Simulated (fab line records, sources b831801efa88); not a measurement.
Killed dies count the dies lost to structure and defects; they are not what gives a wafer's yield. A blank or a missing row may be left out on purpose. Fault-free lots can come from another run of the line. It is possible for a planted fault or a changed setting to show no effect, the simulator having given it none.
fab line records + flow sky130
record:
- lots: 5
- wafers: 15
- last_day: 50
route steps=708 shown VIA1@473 METAL2@483 PAD_OPEN@708
lots untouched by any fault: they come from a run of this same line in which no faults occurred
start_h: hours from the record's first day to the start of the lot's first wafer shown + wait_h: time in hours since the lot's previous step + " same as the row above + L1.1+2: a row that stands for several wafers + - no value, or no start given + * or withheld: withheld + < > ~ a bound
route shown NAME@n: NAME is a module with steps in the file, n the number in the route of the first one + usual: average and standard deviation across the fault-free wafers + same: alike in all rows + chamber/n: place in a boat + sites: the reading at each site + _std_site: the values' standard deviation + _edge_site: the outer-site mean with the inner-site mean subtracted + radius_mm: how far each site lies from the wafer's centre + mask NAME#n: copy n + behind: tool/chamber where the wafer was last shaped + hold: reason for holding the lot/hours on hold/outcome of the hold + device: transistor that didn't switch, given as n, p or np + end of line: at the end of the route, the tests of the same wafers + a step given without rows: its recipe and nothing more + killed: dies that structure and defects cost at the first sort, which is not the same as the wafer's yield + map: dies across one wafer; x = killed, . = not, _ = none there
set.NAME: the setting that was run; set.NAME@STEP: the one run at that earlier step + model.NAME: the simulator's own value behind a step, which no gauge read
certain route steps with their lots: each step a table, each wafer a row
services: when a tool's chamber went out of use (start_h, in hours from the record's first day, below 0 if earlier), for how many hours, and the reason
== steps ==
step: SKY_VIA1_ETCH_15
recipe:
- target: SiO2
- chemistry: C4F8/O2/Ar
- target_depth_nm: 351
- stop_on: TiN
- mask_material: KrF-thick
- source_w: 1500
- bias_w: 1200
- pressure_mtorr: 40
- c4f8_flow_sccm: withheld
- O2_flow_sccm: 6
- Ar_flow_sccm: 300
- time_s: 54
step: SKY_VIA1_STRIP_16
recipe:
- chemistry: O2/N2
- power_w: 1400
- pressure_mtorr: 1500
- platen_temp_c: withheld
- o2_flow_sccm: 3000
- n2_flow_sccm: 300
- overash_fraction: 0.5
step: SKY_VIA1_STRIP_17
recipe:
- chemistry: post_etch_residue_remover
- time_s: 1200
- temp_c: 72.5
step: SKY_VIA1_CLEAN_18
recipe:
- chemistry: IPA
- time_s: 180
- temp_c: 25
step: SKY_VIA1_CLEAN_19
recipe:
- chemistry: O3/DIW
- dry: n2_spin
step: SKY_VIA1_SPUTTER_20
recipe:
- material: TiN
- target_thk_nm: 20
- chamber_pressure_pa: 5
- power_w: 4000
- time_s: 80
step: SKY_VIA1_CVD_21
recipe:
- material: W
- target_thk_nm: 270
- time_s: 80.902
- temp_c: 400
- pressure_torr: 40
step: SKY_VIA1_CMP_24
recipe:
- stop_on: SiO2
- t_overpolish_s: 15
- down_force_psi: 3.5
- platen_rpm: 60
- target_thk_nm: 0
- pad_velocity_m_s: 0.94248
step: SKY_METAL2_SPUTTER_00
recipe:
- material: Ti
- target_thk_nm: 15
- power_w: 3000
- time_s: 10
- chamber_pressure_pa: 0.4
step: SKY_METAL2_SPUTTER_01
recipe:
- material: TiN
- target_thk_nm: 20
- power_w: 6500
- time_s: 16.7
- chamber_pressure_pa: 0.4
step: SKY_METAL2_SPUTTER_02
recipe:
- material: AlCu
- target_thk_nm: 250
- power_w: 10600
- time_s: 13.3
- chamber_pressure_pa: 0.4
usual:
- chamber_pressure_pa: 0.4000/0.00088
- throttle_valve_pct: 30.0/0.84
| lot.wafer | tool           | chamber | start_h | wait_h | chamber_pressure_pa | throttle_valve_pct | model.AlCu_of_METAL2_SPUTTER_02.thk_nm |
|-----------|----------------|---------|---------|--------|---------------------|--------------------|----------------------------------------|
| L334.1    | pvd_sputter-03 | -       | 814.54  | 0.0    | 0.4000              | 29.5               | 248.4                                  |
| L334.4    | "              | -       | "       | "      | 0.3994              | 30.3               | 247.7                                  |
| L334.6    | "              | -       | "       | "      | 0.4002              | 30.1               | 246.2                                  |
| L343.1    | pvd_sputter-03 | -       | 893.07  | 0.0    | 0.4005              | 30.8               | 209                                    |
| L343.2    | "              | -       | "       | "      | 0.3996              | 29.0               | 211                                    |
| L343.3    | "              | -       | "       | "      | 0.3998              | 30.2               | 212.3                                  |
| L345.2    | pvd_sputter-03 | -       | 911.90  | 0.0    | 0.4011              | 29.2               | 213                                    |
| L345.4    | "              | -       | "       | "      | 0.4001              | 30.5               | 214.9                                  |
| L345.5    | "              | -       | "       | "      | 0.4010              | 29.8               | 213.8                                  |
| L346.1    | pvd_sputter-03 | -       | 918.53  | 0.0    | 0.3996              | 28.9               | 216                                    |
| L346.3    | "              | -       | "       | "      | 0.3998              | 29.5               | 214.5                                  |
| L346.6    | "              | -       | "       | "      | 0.4018              | 29.2               | 214.3                                  |
| L351.2    | pvd_sputter-04 | -       | 946.86  | 0.0    | 0.3992              | 30.8               | 249.3                                  |
| L351.4    | "              | -       | "       | "      | 0.4008              | 29.5               | 249.4                                  |
| L351.6    | "              | -       | "       | "      | 0.4006              | 31.3               | 249.3                                  |
step: SKY_METAL2_SPUTTER_03
recipe:
- material: Ti
- target_thk_nm: 5
- power_w: 3000
- time_s: 3.3
- chamber_pressure_pa: 0.4
step: SKY_METAL2_SPUTTER_04
recipe:
- material: TiN
- target_thk_nm: 70
- power_w: 6500
- time_s: 58.3
- chamber_pressure_pa: 0.4
step: SKY_METAL2_RS_MEAS_05
recipe:
- thk_meas_gauge: four-point-probe
- reads: TiN_of_METAL2_SPUTTER_04+Ti_of_METAL2_SPUTTER_03+AlCu_of_METAL2_SPUTTER_02+TiN_of_METAL2_SPUTTER_01+Ti_of_METAL2_SPUTTER_00
usual:
- METAL2_ALCU_RS: 0.1269/0.0011
| lot.wafer | tool          | chamber | start_h | wait_h | METAL2_ALCU_RS[ohm/sq] |
|-----------|---------------|---------|---------|--------|------------------------|
| L334.1    | film_metro-01 | -       | 814.63  | 0.0    | 0.1273                 |
| L334.4    | "             | -       | "       | "      | 0.1278                 |
| L334.6    | "             | -       | "       | "      | 0.1287                 |
| L343.1    | film_metro-01 | -       | 893.16  | 0.0    | 0.1524                 |
| L343.2    | "             | -       | "       | "      | 0.1513                 |
| L343.3    | "             | -       | "       | "      | 0.1500                 |
| L345.2    | film_metro-02 | -       | 912.01  | 0.0    | 0.1493                 |
| L345.4    | "             | -       | "       | "      | 0.1477                 |
| L345.5    | "             | -       | "       | "      | 0.1489                 |
| L346.1    | film_metro-04 | -       | 918.62  | 0.0    | 0.1473                 |
| L346.3    | "             | -       | "       | "      | 0.1489                 |
| L346.6    | "             | -       | "       | "      | 0.1486                 |
| L351.2    | film_metro-01 | -       | 946.97  | 0.0    | 0.1268                 |
| L351.4    | "             | -       | "       | "      | 0.1266                 |
| L351.6    | "             | -       | "       | "      | 0.1269                 |
step: SKY_METAL2_THK_MEAS_06
recipe:
- thk_meas_gauge: xrf
- reads: AlCu_of_METAL2_SPUTTER_02
usual:
- METAL2_ALCU_THK: 253/3.2
| lot.wafer | tool          | chamber | start_h | wait_h | METAL2_ALCU_THK[nm] |
|-----------|---------------|---------|---------|--------|---------------------|
| L334.1    | film_metro-01 | -       | 814.75  | 0.1    | 252                 |
| L334.4    | "             | -       | "       | "      | 251                 |
| L334.6    | "             | -       | "       | "      | 248                 |
| L343.1    | film_metro-01 | -       | 893.28  | 0.1    | 210                 |
| L343.2    | "             | -       | "       | "      | 211                 |
| L343.3    | "             | -       | "       | "      | 215                 |
| L345.2    | film_metro-02 | -       | 912.12  | 0.1    | 219                 |
| L345.4    | "             | -       | "       | "      | 219                 |
| L345.5    | "             | -       | "       | "      | 218                 |
| L346.1    | film_metro-04 | -       | 918.74  | 0.1    | 219                 |
| L346.3    | "             | -       | "       | "      | 218                 |
| L346.6    | "             | -       | "       | "      | 217                 |
| L351.2    | film_metro-01 | -       | 947.08  | 0.1    | 251                 |
| L351.4    | "             | -       | "       | "      | 253                 |
| L351.6    | "             | -       | "       | "      | 251                 |
step: SKY_METAL2_DEHYDRATE_07
recipe:
- temp_c: 200
- time_s: 60
step: SKY_METAL2_HMDS_08
recipe:
- prime_time_s: 60
- prime_temp_c: 120
step: SKY_METAL2_COAT_09
recipe:
- resist: BARC
- temp_c: withheld
- time_s: withheld
- spin_rpm: 3000
- resist_thk_nm: 60
step: SKY_METAL2_COAT_10
recipe:
- resist: KrF-thick
- spin_rpm: 3000
- resist_thk_nm: 450
step: SKY_METAL2_SOFTBAKE_11
recipe:
- temp_c: 100
- time_s: 90
- resist: KrF-thick
step: SKY_METAL2_EXPOSE_12
recipe:
- mask_id: MM2
- na: 0.8
- source_shape: annular
- sigma_inner: 0.55
- sigma_outer: 0.85
- target_cd_nm: 140
- dose_mj: 28
step: SKY_METAL2_PEB_13
recipe:
- peb_temp_c: withheld
- peb_time_s: withheld
- resist: KrF-thick
step: SKY_METAL2_DEVELOP_14
recipe:
- develop_time_s: 60
- resist: KrF-thick
- dev_temp_c: 21
step: SKY_METAL2_DESCUM_17
recipe:
- chemistry: O2
- source_power_w: 150
- bias_power_w: 0
- pressure_mtorr: 10
- temp_c: 40
- time_s: 8
step: SKY_METAL2_ETCH_18
recipe:
- chemistry: N2/H2
- target: BARC
- ion_energy_ev: 200
- bias_w: 100
- pressure_mtorr: 30
- n2_flow_sccm: 100
- h2_flow_sccm: 200
- icp_w: 500
- stop_on: SiO2
- time_s: 45.9
- target_depth_a: 600
step: SKY_METAL2_METAL_ETCH_19
recipe:
- target_depth_a: 3600
- stop_on: SiO2
- over_etch_frac: 0.3
- time_s: 78
- chemistry: Cl2/BCl3
- resist_sidewall_deg: 88
- pressure_mtorr: 10
- icp_w: 900
- bias_w: 48.5
- Cl2_flow_sccm: 60
- bcl3_flow_sccm: 30
usual:
- drypump_motor_current_A: 5.84/0.23
- oes_product_au: 0.853/0.0057
- throttle_valve_pct: 22.264/0.0087
| lot.wafer | tool         | chamber | start_h | wait_h | drypump_motor_current_A | oes_product_au | rf_hours_counter_h | throttle_valve_pct |
|-----------|--------------|---------|---------|--------|-------------------------|----------------|--------------------|--------------------|
| L334.1    | rie_metal-02 | 1       | 840.94  | 0.0    | 5.85                    | 0.855          | 10                 | 22.259             |
| L334.4    | "            | 1       | "       | "      | 5.83                    | 0.860          | -                  | 22.269             |
| L334.6    | "            | 1       | "       | "      | 5.84                    | 0.846          | -                  | 22.252             |
| L343.1    | rie_metal-01 | 0       | 918.14  | 0.0    | 5.47                    | 0.823          | 15                 | 22.272             |
| L343.2    | "            | 1       | "       | "      | 6.17                    | 0.834          | 14                 | 22.288             |
| L343.3    | "            | 0       | "       | "      | 5.51                    | 0.828          | -                  | 22.258             |
| L345.2    | rie_metal-01 | 1       | 936.94  | 0.0    | 6.16                    | 0.827          | 14                 | 22.272             |
| L345.4    | "            | 1       | "       | "      | 6.16                    | 0.836          | -                  | 22.280             |
| L345.5    | "            | 1       | "       | "      | 6.16                    | 0.844          | -                  | 22.253             |
| L346.1    | rie_metal-03 | 1       | 943.27  | 0.0    | 5.94                    | 0.837          | 14                 | 22.267             |
| L346.3    | "            | 1       | "       | "      | 5.96                    | 0.826          | -                  | 22.262             |
| L346.6    | "            | 1       | "       | "      | 5.97                    | 0.829          | -                  | 22.262             |
| L351.2    | rie_metal-02 | 0       | 971.66  | 0.0    | 5.63                    | 0.849          | 5                  | 22.266             |
| L351.4    | "            | 1       | "       | "      | 5.81                    | 0.859          | -                  | 22.272             |
| L351.6    | "            | 0       | "       | "      | 5.65                    | 0.851          | -                  | 22.269             |
step: SKY_METAL2_STRIP_20
recipe:
- chemistry: O2/N2
- power_w: 1400
- pressure_mtorr: 1500
- platen_temp_c: withheld
- o2_flow_sccm: 3000
- n2_flow_sccm: 300
- overash_fraction: 0.5
step: SKY_PAD_OPEN_PROBE_99
usual:
- defect_limited_yield: 82.8/1.9
- killed_at_M0_to_M3: 42/6.9
- killed_at_M4_up: 3.2/1.7
- killed_at_contacts: 23/5.5
- killed_at_front_end: 16/4
- killed_at_other: 0.4/0.55
- killed_dies: 85/9.2
- killed_open: 46/6.8
- killed_short: 38/6.2
- sort_bin_3_pad_short: 0.9/0.4
- sort_bin_5_function: 10.2/1.5
- sort_bin_6_memory: 6.2/1.1
- sort_n_pass: 407/9.2
- sort_yield_pct: 82.8/1.9
same:
- gross_dies: 492
- killed_at_back_side: 0
- sort_bin_4_leakage[%]: 0
- sort_bin_8_speed[%]: 0
| lot.wafer | tool      | chamber | start_h | wait_h | defect_limited_yield[%] | killed_at_M0_to_M3 | killed_at_M4_up | killed_at_contacts | killed_at_front_end | killed_at_other | killed_dies | killed_open | killed_short | sort_bin_3_pad_short[%] | sort_bin_5_function[%] | sort_bin_6_memory[%] | sort_n_pass | sort_yield_pct[%] | model.etest.met2.line_ohm_um | model.etest.met2.rs_ohm_sq |
|-----------|-----------|---------|---------|--------|-------------------------|--------------------|-----------------|--------------------|---------------------|-----------------|-------------|-------------|--------------|-------------------------|------------------------|----------------------|-------------|-------------------|------------------------------|----------------------------|
| L334.1    | prober-02 | -       | 1092.63 | 0.1    | 80.3                    | 52                 | 3               | 24                 | 18                  | 0               | 97          | 46          | 50           | 1.0                     | 13.8                   | 4.9                  | 395         | 80.3              | 0.9245                       | 0.1289                     |
| L334.4    | prober-02 | -       | 1092.78 | 0.2    | 76.6                    | 57                 | 8               | 36                 | 14                  | 0               | 115         | 66          | 49           | 1.6                     | 13.6                   | 8.1                  | 377         | 76.6              | 0.9331                       | 0.1309                     |
| L334.6    | prober-02 | -       | 1092.88 | 0.2    | 80.9                    | 38                 | 4               | 34                 | 18                  | 0               | 94          | 53          | 41           | 1.0                     | 10.2                   | 7.9                  | 398         | 80.9              | 0.9315                       | 0.1309                     |
| L343.1    | prober-01 | -       | 1152.36 | 0.1    | 82.9                    | 32                 | 3               | 30                 | 17                  | 2               | 84          | 38          | 45           | 1.6                     | 10.0                   | 5.5                  | 408         | 82.9              | 1.155                        | 0.1554                     |
| L343.2    | prober-01 | -       | 1152.41 | 0.1    | 83.1                    | 45                 | 3               | 21                 | 13                  | 1               | 83          | 47          | 36           | 0.8                     | 9.3                    | 6.7                  | 409         | 83.1              | 1.082                        | 0.1531                     |
| L343.3    | prober-01 | -       | 1152.46 | 0.2    | 80.9                    | 44                 | 5               | 29                 | 16                  | 0               | 94          | 48          | 46           | 1.4                     | 12.8                   | 4.9                  | 398         | 80.9              | 1.073                        | 0.1522                     |
| L345.2    | prober-01 | -       | 1163.36 | 0.1    | 83.7                    | 31                 | 5               | 29                 | 15                  | 0               | 80          | 47          | 33           | 0.6                     | 9.8                    | 5.9                  | 412         | 83.7              | 1.083                        | 0.152                      |
| L345.4    | prober-01 | -       | 1163.46 | 0.2    | 79.1                    | 49                 | 6               | 27                 | 21                  | 0               | 103         | 61          | 42           | 1.0                     | 13.0                   | 6.9                  | 389         | 79.1              | 1.086                        | 0.1505                     |
| L345.5    | prober-01 | -       | 1163.51 | 0.2    | 82.5                    | 41                 | 2               | 28                 | 15                  | 0               | 86          | 43          | 43           | 1.0                     | 9.8                    | 6.7                  | 406         | 82.5              | 1.082                        | 0.1535                     |
| L346.1    | prober-02 | -       | 1171.11 | 0.1    | 81.5                    | 39                 | 4               | 29                 | 19                  | 0               | 91          | 48          | 42           | 1.4                     | 12.2                   | 4.9                  | 401         | 81.5              | 1.065                        | 0.15                       |
| L346.3    | prober-02 | -       | 1171.21 | 0.2    | 81.5                    | 37                 | 3               | 31                 | 20                  | 0               | 91          | 55          | 35           | 0.4                     | 11.6                   | 6.5                  | 401         | 81.5              | 1.071                        | 0.1494                     |
| L346.6    | prober-02 | -       | 1171.36 | 0.2    | 81.7                    | 42                 | 3               | 24                 | 21                  | 0               | 90          | 34          | 55           | 1.6                     | 10.2                   | 6.5                  | 402         | 81.7              | 1.111                        | 0.1512                     |
| L351.2    | prober-01 | -       | 1190.18 | 0.1    | 84.6                    | 39                 | 3               | 20                 | 14                  | 0               | 76          | 50          | 26           | 0.6                     | 7.9                    | 6.9                  | 416         | 84.6              | 0.9033                       | 0.1296                     |
| L351.4    | prober-01 | -       | 1190.28 | 0.2    | 85.2                    | 34                 | 5               | 21                 | 12                  | 1               | 73          | 39          | 34           | 0.8                     | 9.8                    | 4.3                  | 419         | 85.2              | 0.8727                       | 0.1281                     |
| L351.6    | prober-01 | -       | 1190.38 | 0.2    | 80.7                    | 41                 | 4               | 24                 | 26                  | 0               | 95          | 54          | 41           | 1.0                     | 10.2                   | 8.1                  | 397         | 80.7              | 0.8963                       | 0.1288                     |
killed by level:class
L334.1 VIA2:geometric_particle:open=10 METAL1:geometric_particle:short=8 CONTACT:geometric_particle:short=7 VIA3:geometric_particle:open=7 LI_CONTACT:geometric_particle:open=6 METAL2:geometric_particle:short=6 LOCAL_INTERCONNECT:geometric_particle:short=5 VIA1:geometric_particle:open=5
L334.4 CONTACT:geometric_particle:open=14 VIA1:geometric_particle:open=10 VIA3:geometric_particle:open=10 LI_CONTACT:geometric_particle:open=9 METAL1:geometric_particle:short=9 VIA1:geometric_particle:short=8 VIA2:geometric_particle:open=8 METAL4:geometric_particle:short=7
L334.6 CONTACT:geometric_particle:open=13 CONTACT:geometric_particle:short=8 VIA1:geometric_particle:open=6 METAL1:geometric_particle:short=6 VIA3:geometric_particle:open=6 LOCAL_INTERCONNECT:geometric_particle:short=5 POLY_GATE:geometric_particle:open=4 SPACER:geometric_particle:open=4
L343.1 LOCAL_INTERCONNECT:geometric_particle:short=8 CONTACT:geometric_particle:short=7 METAL2:geometric_particle:short=7 POLY_GATE:geometric_particle:short=6 LI_CONTACT:geometric_particle:open=6 CONTACT:geometric_particle:open=6 VIA2:geometric_particle:open=6 FIELD_ISO:geometric_particle:short=4
L343.2 VIA2:geometric_particle:open=11 VIA1:geometric_particle:open=10 CONTACT:geometric_particle:open=6 CONTACT:geometric_particle:short=5 LI_CONTACT:geometric_particle:short=4 METAL1:geometric_particle:open=4 METAL1:geometric_particle:short=4 VIA3:geometric_particle:short=4
L343.3 LI_CONTACT:geometric_particle:open=10 VIA1:geometric_particle:short=8 CONTACT:geometric_particle:open=8 VIA2:geometric_particle:open=7 CONTACT:geometric_particle:short=7 METAL1:geometric_particle:short=5 VIA3:geometric_particle:short=5 VIA3:geometric_particle:open=5
L345.2 LI_CONTACT:geometric_particle:open=8 VIA2:geometric_particle:open=8 CONTACT:geometric_particle:open=7 POLY_GATE:geometric_particle:short=6 VIA1:geometric_particle:open=6 VIA3:geometric_particle:open=5 LOCAL_INTERCONNECT:geometric_particle:short=5 LI_CONTACT:geometric_particle:short=4
L345.4 CONTACT:geometric_particle:open=12 VIA2:geometric_particle:open=9 FIELD_ISO:geometric_particle:open=8 VIA1:geometric_particle:open=8 METAL2:geometric_particle:short=8 VIA3:geometric_particle:open=7 LI_CONTACT:geometric_particle:open=7 CONTACT:geometric_particle:short=5
L345.5 CONTACT:geometric_particle:open=11 METAL1:geometric_particle:short=7 VIA2:geometric_particle:open=7 LOCAL_INTERCONNECT:geometric_particle:short=6 VIA1:geometric_particle:open=6 POLY_GATE:geometric_particle:short=5 CONTACT:geometric_particle:short=5 VIA1:geometric_particle:short=5
L346.1 CONTACT:geometric_particle:open=11 VIA1:geometric_particle:open=9 METAL2:geometric_particle:short=8 POLY_GATE:geometric_particle:open=7 LI_CONTACT:geometric_particle:open=7 POLY_GATE:geometric_particle:short=6 VIA3:geometric_particle:open=6 LOCAL_INTERCONNECT:geometric_particle:short=5
L346.3 CONTACT:geometric_particle:open=11 FIELD_ISO:geometric_particle:open=10 LI_CONTACT:geometric_particle:open=10 VIA1:geometric_particle:open=6 VIA2:geometric_particle:open=6 VIA3:geometric_particle:open=6 CONTACT:geometric_particle:short=5 VIA1:geometric_particle:short=5
L346.6 FIELD_ISO:geometric_particle:short=13 VIA1:geometric_particle:open=13 CONTACT:geometric_particle:open=9 LOCAL_INTERCONNECT:geometric_particle:short=8 VIA1:geometric_particle:short=7 VIA3:geometric_particle:short=6 METAL2:geometric_particle:short=5 VIA3:geometric_particle:open=5
L351.2 CONTACT:geometric_particle:open=10 VIA3:geometric_particle:open=10 LI_CONTACT:geometric_particle:open=7 VIA2:geometric_particle:open=7 VIA1:geometric_particle:open=6 METAL1:geometric_particle:short=5 SPACER:geometric_particle:open=4 METAL2:geometric_particle:short=4
L351.4 CONTACT:geometric_particle:open=12 VIA3:geometric_particle:open=7 VIA2:geometric_particle:open=6 METAL2:geometric_particle:short=6 FIELD_ISO:geometric_particle:short=5 VIA2:geometric_particle:short=5 VIA1:geometric_particle:short=4 POLY_GATE:geometric_particle:open=3
L351.6 VIA1:geometric_particle:open=12 CONTACT:geometric_particle:open=9 LI_CONTACT:geometric_particle:open=8 FIELD_ISO:geometric_particle:open=7 POLY_GATE:geometric_particle:open=7 METAL2:geometric_particle:short=7 FIELD_ISO:geometric_particle:short=5 METAL3:geometric_particle:short=4
== services ==
| tool           | chamber | start_h | hours | kind                   |
|----------------|---------|---------|-------|------------------------|
| rie_metal-02   | -       | 802.87  | 0.4   | repair                 |
| pvd_sputter-04 | 0       | 814.33  | -     | consumable_replace:kit |
| pvd_sputter-04 | 0       | 814.33  | 18.0  | scheduled_down         |
| pvd_sputter-04 | 0       | 814.33  | 18.0  | vent_cycle             |
| pvd_sputter-03 | 1       | 814.63  | -     | consumable_replace:kit |
| pvd_sputter-03 | 1       | 814.63  | 18.0  | scheduled_down         |
| pvd_sputter-03 | 1       | 814.63  | 18.0  | vent_cycle             |
| rie_metal-02   | 0       | 838.67  | 1.7   | repair                 |
| pvd_sputter-04 | -       | 847.65  | 3.6   | repair                 |
| rie_metal-01   | -       | 861.80  | 0.6   | repair                 |
| rie_metal-02   | 0       | 869.55  | -     | clean                  |
| rie_metal-02   | 0       | 869.55  | 11.8  | scheduled_down         |
| rie_metal-02   | 0       | 869.55  | 11.8  | vent_cycle             |
| rie_metal-03   | -       | 947.86  | 15.6  | pm                     |
| pvd_sputter-04 | 3       | 955.63  | -     | consumable_replace:kit |
| pvd_sputter-04 | 3       | 955.63  | 18.0  | scheduled_down         |
| pvd_sputter-04 | 3       | 955.63  | 18.0  | vent_cycle             |
| pvd_sputter-03 | 0       | 964.50  | -     | consumable_replace:kit |
| pvd_sputter-03 | 0       | 964.50  | 18.0  | scheduled_down         |
| pvd_sputter-03 | 0       | 964.50  | 18.0  | vent_cycle             |
== key ==
first_sign:
- step: SKY_METAL2_RS_MEAS_05
- reading: METAL2_ALCU_RS
- direction: up
- sigmas: 20
- usual: 0.1269
- struck: 0.1494
effect:
- step: SKY_METAL2_THK_MEAS_06
- reading: METAL2_ALCU_THK
- direction: down
- sigmas: 11
- usual: 253
- struck: 216
effect:
- step: SKY_METAL2_METAL_ETCH_19
- reading: oes_product_au
- direction: down
- sigmas: 3.8
- usual: 0.853
- struck: 0.832
model_effect:
- step: SKY_METAL2_SPUTTER_02
- value: AlCu_of_METAL2_SPUTTER_02.thk_nm
- without: 250.7
- struck: 213.2
model_effect:
- step: SKY_PAD_OPEN_PROBE_99
- value: etest.met2.line_ohm_um
- without: 0.9207
- struck: 1.09
met_at SKY_METAL2_SPUTTER_02
struck_wafers L343.1,L343.2,L343.3,L345.2,L345.4,L345.5,L346.1,L346.3,L346.6
onset_between 814.54 893.07
fault:
- kind: process_parameter_drift
- tool: pvd_sputter-03
- chamber: -
- onset_h: 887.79
- steps: SKY_METAL2_SPUTTER_02
- channel: target_thk_nm
- offset: -37.526
- shape: step
- end_h: 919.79
- acts_in: these_recipes_only
- stated: 250
